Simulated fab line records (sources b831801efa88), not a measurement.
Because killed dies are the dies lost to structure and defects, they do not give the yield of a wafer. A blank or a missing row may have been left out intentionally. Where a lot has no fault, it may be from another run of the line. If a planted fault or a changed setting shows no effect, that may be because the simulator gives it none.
What tool caused it? + flow sky130 + at 1 step of a route of 708, 7 lots with 21 wafers sampled

## WHAT THE GAUGES SHOWED, per wafer
SKY_VIA2_CD_MEAS_12: the cd target is 200 nm.
| lot  | measured     | on       | cdNm (nm)         |
|------|--------------|----------|-------------------|
| L467 | day 37 06:16 | cdSem-01 | 199.5 199.8 201.0 |
| L469 | day 38 11:15 | cdSem-02 | 199.1 198.1 199.7 |
| L471 | day 38 16:49 | cdSem-01 | 197.8 197.2 198.6 |
| L474 | day 39 23:02 | cdSem-01 | 200.8 200.1 200.6 |
| L480 | day 41 03:21 | cdSem-02 | 198.5 200.2 199.5 |
| L481 | day 41 21:49 | cdSem-01 | 199.4 198.5 198.3 |
| L485 | day 43 02:30 | cdSem-02 | 198.0 199.0 199.6 |

## EACH LOT AND THE TOOL THAT RAN IT (in order: tool; ch and the chambers of the sampled wafers; start)
The record shows no process step preceding these readings.

## THE ANSWER, worked out from the rows above alone
Rule: the lots themselves supply what counts as usual. The widest of any qualifying gaps counts: lots, ordered by their means at a reading, are off when they make up no more than a third of the lots, leave a main group of 4 or more, and stand apart from it by 3 or more times the standard deviation of that group's means. Not used: any main group whose means are identical at the precision the tables above print for the reading. Also off: a lot with no number at a reading for which 4 or more lots have one. All remaining lots with rows at the step are treated as sound.
None of the lots is off at any reading shown; this tells nothing.

## WHAT THE SIMULATOR HAD PUT IN
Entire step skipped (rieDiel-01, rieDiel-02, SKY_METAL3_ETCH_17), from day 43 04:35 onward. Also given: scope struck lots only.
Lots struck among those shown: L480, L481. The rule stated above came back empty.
